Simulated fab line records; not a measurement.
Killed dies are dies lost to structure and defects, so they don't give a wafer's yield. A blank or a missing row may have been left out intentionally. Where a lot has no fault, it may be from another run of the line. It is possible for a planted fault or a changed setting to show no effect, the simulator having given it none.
The same fault as seen by 2 desks + flow sky130 + every desk sees just its own numbers, and what lay behind them comes last

== DESK OF THE TOOL OWNER: lpcvd-02 ==
The tool's own readings at SKY_SONOS_ONO_CVD_02 (deposits Si3N4 from DCS/NH3, target thk 10.5 nm, time 180 s): means of the sampled wafers that have a number, for each lot that ran on this tool. Marked OUT: a lot whose mean sits more than 4 standard deviations from the usual mean, which makes it out of limits; the brackets give that distance.
Columns: A = pressureMtorr at SKY_SONOS_ONO_CVD_02, usual 250.1 mTorr; B = zonePowerLowerPct at SKY_SONOS_ONO_CVD_02, usual 13.4 %
| lot  | first seen here | A               | B    |
|------|-----------------|-----------------|------|
| L926 | day 12 14:29    | 250.3           | 12.0 |
| L927 | day 12 15:32    | 249.8           | 15.1 |
| L928 | day 12 16:35    | 249.9           | 12.0 |
| L929 | day 12 20:41    | 250.1           | 12.2 |
| L930 | day 12 20:41    | 249.8           | 15.0 |
| L936 | day 14 18:56    | 200.4 (-97) OUT | 14.9 |
| L942 | day 17 06:38    | 250.7           | 11.9 |
| L943 | day 17 07:41    | 249.9           | 12.1 |
| L944 | day 17 22:02    | 250.6           | 12.0 |
| L945 | day 18 13:52    | 249.8           | 12.2 |
| L946 | day 19 14:40    | 250.7           | 14.8 |
| L947 | day 20 06:44    | 250.1           | 15.1 |
| L948 | day 20 06:44    | 250.3           | 11.9 |
This desk finds L936 out of limits, L936 being first, at day 14 18:56 (pressureMtorr at SKY_SONOS_ONO_CVD_02). L926, L927, L928, L929, L930, L942, L943, L944, L945, L946, L947, L948 stayed within limits.

== METROLOGY DESK ==
What the gauges read for every lot (on any tool): the sampled wafers with a number, averaged. Marked OUT: a lot whose mean sits more than 4 standard deviations from the usual mean, which makes it out of limits; the brackets give that distance.
Columns: A = VT_ADJUST_NCORE_OVL at SKY_VT_ADJUST_NCORE_OVL_MEAS_08, usual -1.1 nm; B = VT_ADJUST_NCORE_TW at SKY_VT_ADJUST_NCORE_TW_MEAS_11, usual 221.0; C = SONOS_ONO_CVD_02_THK at SKY_SONOS_ONO_THK_MEAS_03, usual 10.47 nm; D = GATE_OXIDE_TW at SKY_GATE_OXIDE_TW_MEAS_14, usual 224.7
| lot  | first seen here | A    | B     | C               | D     |
|------|-----------------|------|-------|-----------------|-------|
| L926 | day 9 13:26     | -1.5 | 220.2 | 10.45           | 222.8 |
| L927 | day 9 13:50     | -3.0 | 222.7 | 10.27           | 225.5 |
| L928 | day 9 13:59     | -1.2 | 220.0 | 10.53           | 224.6 |
| L930 | day 9 17:57     | -1.3 | 221.2 | 10.57           | 222.3 |
| L929 | day 9 19:02     | 0.5  | 218.1 | 10.36           | 224.1 |
| L936 | day 11 13:26    | 0.0  | 223.1 | 9.80 (-4.8) OUT | 226.7 |
| L942 | day 13 16:08    | -0.8 | 223.5 | 10.52           | 223.2 |
| L943 | day 13 16:26    | -1.0 | 223.2 | 10.65           | 225.5 |
| L944 | day 14 05:29    | -1.8 | 221.7 | 10.66           | 223.5 |
| L945 | day 14 21:26    | 0.4  | 220.8 | 10.59           | 222.1 |
| L946 | day 15 19:29    | 0.7  | 219.6 | 10.49           | 225.4 |
| L947 | day 16 07:44    | -1.1 | 220.3 | 10.50           | 226.4 |
| L948 | day 16 09:08    | -0.2 | 220.8 | 10.58           | 225.4 |
This desk's finding: out of limits on L936; first on L936, day 14 19:59 (SONOS_ONO_CVD_02_THK at SKY_SONOS_ONO_THK_MEAS_03). L926, L927, L928, L930, L929, L942, L943, L944, L945, L946, L947, L948 stayed within limits.

== BROUGHT TOGETHER ==
The tool owner's desk could have raised an alarm at day 14 18:56, on L936.
The metrology desk could have raised an alarm at day 14 19:59, on L936.
Every lot named ran SKY_SONOS_ONO_CVD_02 on lpcvd-02.

== WHAT WAS PUT IN BY THE SIMULATOR ==
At SKY_SONOS_ONO_CVD_02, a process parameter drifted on lpcvd-02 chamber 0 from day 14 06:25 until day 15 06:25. From 250, the setting pressureMtorr moved by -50. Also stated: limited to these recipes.
Struck lots among those shown: L936.
Fault start to first reading out of limits, in hours, per desk: tool owner, 13; metrology, 14.
